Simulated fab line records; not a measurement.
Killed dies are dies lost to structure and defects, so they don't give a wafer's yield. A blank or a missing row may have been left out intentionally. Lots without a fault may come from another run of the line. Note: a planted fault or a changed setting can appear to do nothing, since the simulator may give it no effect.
Which of the tools did it? + flow sky130 + 11 lots, 32 wafers sampled, at 3 steps of a route of 708

== WHAT THE GAUGES SHOWED, per wafer ==
SKY_PWDE_TW_MEAS_10.
| lot  | measured    | on            | PWDE_TW           |
|------|-------------|---------------|-------------------|
| L547 | day 4 05:00 | film_metro-03 | 377.7 378.7 376.9 |
| L548 | day 5 02:02 | film_metro-02 | 376.3 374.0 374.7 |
| L549 | day 5 02:04 | film_metro-04 | 376.3 378.7 377.8 |
| L550 | day 5 14:15 | film_metro-02 | 372.3 374.3 371.6 |
| L551 | day 5 14:35 | film_metro-03 | 378.0 377.8 379.1 |
| L554 | day 5 22:50 | film_metro-02 | 373.2 375.8 375.1 |
| L560 | day 7 05:56 | film_metro-02 | 412.5 411.3 412.5 |
| L562 | day 7 13:28 | film_metro-04 | 416.2 416.0 413.2 |
| L563 | day 7 19:37 | film_metro-04 | 376.2 376.8       |
| L568 | day 9 03:06 | film_metro-02 | 369.5 370.4 368.6 |
| L569 | day 9 09:53 | film_metro-04 | 377.3 377.2 377.3 |

SKY_NWELL_RS_MEAS_31: a four-point-probe measurement.
| lot  | measured     | on            | PWDE_RS (ohm/sq) |
|------|--------------|---------------|------------------|
| L547 | day 5 16:43  | film_metro-03 | 5257 5237 5248   |
| L548 | day 6 16:05  | film_metro-03 | 5274 5248 5271   |
| L549 | day 6 16:25  | film_metro-04 | 5263 5262 5266   |
| L550 | day 7 04:43  | film_metro-04 | 5244 5259 5260   |
| L551 | day 7 03:11  | film_metro-03 | 5252 5247 5263   |
| L554 | day 7 12:21  | film_metro-02 | 5296 5290 5272   |
| L560 | day 8 23:00  | film_metro-03 | 4128 4135 4120   |
| L562 | day 9 06:50  | film_metro-04 | 4134 4140 4139   |
| L563 | day 9 14:02  | film_metro-04 | 5278 5274        |
| L568 | day 11 00:16 | film_metro-04 | 5316 5267 5290   |
| L569 | day 11 08:26 | film_metro-02 | 5269 5274 5276   |

== EACH LOT AND THE TOOL THAT RAN IT (in order: tool; ch and the chambers of the sampled wafers; start) ==
| lot  | SKY_PWDE_IMPLANT_08            |
|------|--------------------------------|
| L547 | implanter-02 ch 0, day 4 04:47 |
| L548 | implanter-03 ch 0, day 5 01:48 |
| L549 | implanter-01 ch 0, day 5 01:49 |
| L550 | implanter-02 ch 0, day 5 14:02 |
| L551 | implanter-03 ch 0, day 5 14:20 |
| L554 | implanter-01 ch 0, day 5 22:36 |
| L560 | implanter-02 ch 0, day 7 05:42 |
| L562 | implanter-02 ch 0, day 7 13:16 |
| L563 | implanter-03 ch 0, day 7 19:24 |
| L568 | implanter-03 ch 0, day 9 02:53 |
| L569 | implanter-03 ch 0, day 9 09:39 |
- SKY_PWDE_IMPLANT_08

== AS READ BY THE TOOLS THEMSELVES (means over the sampled wafers that have a number; for cases with no such wafer, the mark the record gives instead) ==
SKY_PWDE_IMPLANT_08.
| lot  | tool         | beam_energy_keV | beam_on_s (s) | faraday_current_uA |
|------|--------------|-----------------|---------------|--------------------|
| L547 | implanter-02 | 150.04          | 10.13         | 20.0               |
| L548 | implanter-03 | 149.94          | 9.92          | 20.5               |
| L549 | implanter-01 | 150.03          | 10.02         | 20.3               |
| L550 | implanter-02 | 150.03          | 9.88          | 20.6               |
| L551 | implanter-03 | 150.03          | 10.25         | 19.9               |
| L554 | implanter-01 | 150.03          | 9.96          | 20.4               |
| L560 | implanter-02 | 150.03          | 13.52         | 15.0               |
| L562 | implanter-02 | 149.97          | 13.70         | 14.8               |
| L563 | implanter-03 | 149.97          | 10.24         | 19.9               |
| L568 | implanter-03 | 149.95          | 10.00         | 20.2               |
| L569 | implanter-03 | 149.96          | 9.90          | 20.4               |

== THE ANSWER, worked out from the rows above alone ==
Rule: what is usual is taken from the lots themselves. Put in order of their means at a reading, lots are off if they are a third of the lots or fewer, leave a main group of 4 or more, and stand apart from it by a gap of 3 or more times the standard deviation of the main group's means; of several such gaps the widest counts. Not used: any main group whose means are identical at the precision the tables above print for the reading. Also off: a lot with no number at a reading for which 4 or more lots have one. All remaining lots with rows at the step are treated as sound. After the gauges, taken in route order, come the tools' own readings; for these a lot's mean is taken, as printed above. At the first step where some lot is off, the reading lying furthest off is the one used; lots without a number count as furthest.
Off: L560, L562, seen at SKY_PWDE_TW_MEAS_10 (PWDE_TW). Mean 375.5 and standard deviation 2.7 in the main group.
If a tool, at a process step before that reading, ran all the lots that are off and no sound lot after the first of them, it fits. The gauges at SKY_PWDE_TW_MEAS_10 aren't tried: what is off there is off at SKY_PWDE_IMPLANT_08 too, on other tools, and a gauge's error can't cause that. One fits: SKY_PWDE_IMPLANT_08 on implanter-02. Its last sound lot is L550 (day 5 14:02), its first lot that is off L560 (day 7 05:42): a fault that began between those two fits.
The tool's own readings at SKY_PWDE_IMPLANT_08 bear it out: on the lots that are off they differ by more than 5 times the standard deviation of the sound lots' means. beam_on_s reads 13.61 s there against 10.03 s on the sound lots; faraday_current_uA reads 14.9 there against 20.2 on the sound lots.

== WHAT HAD BEEN PUT IN BY THE SIMULATOR ==
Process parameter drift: implanter-02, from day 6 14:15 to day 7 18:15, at SKY_PWDE_IMPLANT_08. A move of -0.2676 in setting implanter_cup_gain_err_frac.
Struck lots among those shown: L560, L562. The rule given above showed the same thing.
